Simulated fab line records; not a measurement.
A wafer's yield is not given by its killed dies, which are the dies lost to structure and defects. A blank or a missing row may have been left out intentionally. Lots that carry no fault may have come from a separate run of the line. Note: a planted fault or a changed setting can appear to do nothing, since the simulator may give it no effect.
Struck lot and sound lot, side by side | flow sfq-line | 42 steps out of a route of 325
Sound: wafers L149.1, L149.3, L149.5. Struck: wafer L154.3 (left out: L154.2, L154.5 of the same lot, which were not struck); the cause appears at the end.
Per side, at each step with rows, come the tool, then ch with its chambers, and then its first start. Under that, the readings that differ: sound wafers | struck wafers | difference of the means | sigmas: that difference in standard deviations of wafers without a fault.
alike: same words and numbers on both sides, and readings whose means sit less than 2 such deviations apart. not compared: any withheld reading, any reading some wafer has no value for, any bound like >300 that may hide the same value, and any number with overlapping values for which the record gives no deviation.
A row with sigmas, a row that says differs or no value, or rows on one side alone: a step with any of these is where the two part. Numbers that don't overlap but have no deviation are shown without sigmas and don't part them. A reading that every wafer of one side lacks parts them only if that side has two wafers or more.

first, 6 steps without rows for these wafers: SFQ_TRILAYER_M3_LITHO_COAT_080 (resist thk 62 nm); SFQ_TRILAYER_M3_LITHO_COAT_075 (resist thk 600 nm); SFQ_TRILAYER_M3_LITHO_SOFTBAKE_079; SFQ_TRILAYER_M3_LITHO_EXPOSE_076 (exposes mask M3, target cd 500 nm); SFQ_TRILAYER_M3_LITHO_PEB_078 (peb time 60 s); SFQ_TRILAYER_M3_LITHO_DEVELOP_077 (time 60 s).
SFQ_M3_OVL_MEAS_921:
  sound on overlay-02 at day 46 13:31; struck on overlay-01 at day 47 12:30
  alike: M3_OVL
SFQ_TRILAYER_M3_BARC_OPEN_METAL_ETCH_100: etches BARC in O2, target depth 125 nm, time 41.7 s.
  sound on rie-metal-04 ch 1, day 46 13:33; struck on rie-metal-02 ch 0, day 47 12:32
  alike: chamber-pressure-mTorr, drypump-motor-current-A, oes-product-au
  not compared: rf-hours-counter-h
then, 4 steps without rows for these wafers: SFQ_TRILAYER_M3_ETCH_METAL_ETCH_078 (etches Nb in Cl2/Ar, stops on SiO2, target depth 240 nm, time 120 s); SFQ_TRILAYER_M3_STRIP_STRIP_079 (strips in O2); SFQ_TRILAYER_M3_STRIP_SOLV_CLEAN_080 (cleans in NMP, time 600 s); SFQ_TRILAYER_I3_DEP_PECVD_081 (deposits SiO2 from SiH4/N2O, time 111.11 s, target thk 500 nm).
SFQ_TRILAYER_I3_CMP_CMP_082: polishes SiO2.
  sound on cmp-01 ch 0,3, day 46 16:23; struck on cmp-02 ch 1, day 47 23:18
  reading                                             | sound             | struck | difference | sigmas
  time-to-endpoint-s (s)                              | 216 224 227       | 280    | +58        | +8
  model.SiO2_of_TRILAYER_I3_DEP_PECVD_081.thk-nm (nm) | 200.1 201.6 198.9 | 305.1  | +104.9     |
  alike: motor-current-A
SFQ_I3_BOW_MEAS_922:
  sound on film-metro-02 at day 46 19:23; struck on film-metro-02 at day 48 02:19
  alike: I3_BOW
SFQ_TRILAYER_I3_METRO_MEASURE_083:
  sound on film-metro-02 at day 46 19:30; struck on film-metro-02 at day 48 02:37
  reading     | sound             | struck | difference | sigmas
  thk-nm (nm) | 200.4 201.6 199.0 | 305.2  | +104.9     | +99 or more
then, 6 steps without rows for these wafers: SFQ_TRILAYER_I3_VIA_LITHO_COAT_090 (resist thk 62 nm); SFQ_TRILAYER_I3_VIA_LITHO_COAT_085 (resist thk 650 nm); SFQ_TRILAYER_I3_VIA_LITHO_SOFTBAKE_089; SFQ_TRILAYER_I3_VIA_LITHO_EXPOSE_086 (exposes mask I3, target cd 500 nm); SFQ_TRILAYER_I3_VIA_LITHO_PEB_088 (peb time 60 s); SFQ_TRILAYER_I3_VIA_LITHO_DEVELOP_087 (time 60 s).
-- the record jumps here: 5 days lie between the struck wafers' starts before and after --
SFQ_I3_OVL_MEAS_923:
  sound on overlay-01 at day 52 12:37; struck on overlay-01 at day 53 12:38
  alike: I3_OVL
SFQ_TRILAYER_I3_VIA_BARC_OPEN_VIA_ETCH_121: etches BARC in O2, target depth 125 nm, time 41.7 s.
  sound on rie-diel-02 ch 0,1,3, day 52 12:40; struck on rie-diel-04 ch 0, day 53 12:40
  reading                        | sound                | struck | difference | sigmas
  chamber-pressure-mTorr (mTorr) | 30.006 30.011 29.992 | 29.941 | -0.062     | -2
  alike: drypump-motor-current-A, oes-product-au
  not compared: rf-hours-counter-h
SFQ_TRILAYER_I3_VIA_ETCH_VIA_ETCH_088: etches SiO2 in CHF3, stops on Nb, target depth 260 nm.
  sound on rie-diel-02 ch 0,1,3, day 52 12:42; struck on rie-diel-04 ch 0, day 53 12:42
  reading                        | sound                | struck | difference | sigmas
  chamber-pressure-mTorr (mTorr) | 30.043 30.002 30.015 | 29.936 | -0.084     | -3
  oes-product-au (a.u.)          | 0.855 0.858 0.853    | 1.018  | +0.163     | +31
  model.etch.depth-nm (nm)       | 200.1 201.6 198.9    | 262.9  | +62.7      |
  model.I3.feature-depth-nm (nm) | 200.1 201.6 198.9    | 262.9  | +62.7      |
  alike: drypump-motor-current-A
then, 2 steps without rows for these wafers: SFQ_TRILAYER_I3_VIA_STRIP_STRIP_089 (strips in O2); SFQ_TRILAYER_I3_VIA_STRIP_SOLV_CLEAN_090 (cleans in NMP, time 600 s).
SFQ_TRILAYER_M4_DEP_PRE_CLEAN_092: time 22.5 s.
  sound on pvd-sputter-04 at day 52 13:35; struck on pvd-sputter-04 at day 53 13:36
  reading                                             | sound             | struck | difference | sigmas
  model.SiO2_of_TRILAYER_I3_DEP_PECVD_081.thk-nm (nm) | 192.6 194.1 191.4 | 297.6  | +104.9     |
  alike: bias-v
SFQ_TRILAYER_M4_DEP_SPUTTER_091: material Nb, target thk 200 nm, time 133.3 s.
  sound on pvd-sputter-04 at day 52 13:37; struck on pvd-sputter-04 at day 53 13:38
  reading                | sound          | struck | difference | sigmas
  throttle-valve-pct (%) | 32.4 29.9 32.7 | 29.2   | -2.5       | -2
SFQ_M4_RS_MEAS_924: measurement is done with a four-point probe.
  sound on film-metro-04 at day 52 13:42; struck on film-metro-04 at day 53 13:44
  alike: M4_NB_RS
then, 6 steps without rows for these wafers: SFQ_TRILAYER_M4_LITHO_COAT_098 (resist thk 62 nm); SFQ_TRILAYER_M4_LITHO_COAT_093 (resist thk 600 nm); SFQ_TRILAYER_M4_LITHO_SOFTBAKE_097; SFQ_TRILAYER_M4_LITHO_EXPOSE_094 (exposes mask M4, target cd 500 nm); SFQ_TRILAYER_M4_LITHO_PEB_096 (peb time 60 s); SFQ_TRILAYER_M4_LITHO_DEVELOP_095 (time 60 s).
SFQ_M4_OVL_MEAS_926:
  sound on overlay-02 at day 52 23:32; struck on overlay-01 at day 53 16:10
  alike: M4_OVL
SFQ_TRILAYER_M4_BARC_OPEN_METAL_ETCH_123: etches BARC in O2, target depth 125 nm, time 41.7 s.
  sound on rie-metal-02 ch 1, day 52 23:35; struck on rie-metal-02 ch 0, day 53 16:11
  alike: chamber-pressure-mTorr, drypump-motor-current-A, oes-product-au
  not compared: rf-hours-counter-h
then, 3 steps without rows for these wafers: SFQ_TRILAYER_M4_ETCH_METAL_ETCH_096 (etches Nb in Cl2/Ar, stops on SiO2, target depth 240 nm, time 120 s); SFQ_TRILAYER_M4_STRIP_STRIP_097 (strips in O2); SFQ_TRILAYER_M4_STRIP_SOLV_CLEAN_098 (cleans in NMP, time 600 s).
SFQ_TRILAYER_I4_DEP_PECVD_099: deposits SiO2 from SiH4/N2O, time 111.11 s, target thk 500 nm.
  sound on pecvd-02 ch 0,1, day 53 00:32; struck on pecvd-04 ch 0, day 53 17:09
  alike: heater-power-w, showerhead-vpp-V, throttle-valve-pct
-- the record jumps here: 32 days lie between the struck wafers' starts before and after --
SFQ_M8_BOW_MEAS_951:
  sound on film-metro-04 at day 84 19:40; struck on film-metro-04 at day 85 09:52
  reading                 | sound             | struck | difference | sigmas
  model.etest.i3.link-ohm | 1.998 1.995 1.989 | 1e+06  | +1e+06     |
  alike: M8_BOW

WHERE THEY PART
At SFQ_TRILAYER_I3_CMP_CMP_082 first; at SFQ_TRILAYER_M4_DEP_SPUTTER_091 last (within this record only). Later steps at which nothing parts them and some readings are alike: SFQ_M4_RS_MEAS_924, SFQ_M4_OVL_MEAS_926, SFQ_TRILAYER_M4_BARC_OPEN_METAL_ETCH_123, SFQ_TRILAYER_I4_DEP_PECVD_099, SFQ_M8_BOW_MEAS_951.

WHY: what had been put in by the simulator
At SFQ_TRILAYER_I3_CMP_CMP_082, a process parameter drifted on cmp-02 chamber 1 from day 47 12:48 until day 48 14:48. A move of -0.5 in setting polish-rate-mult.
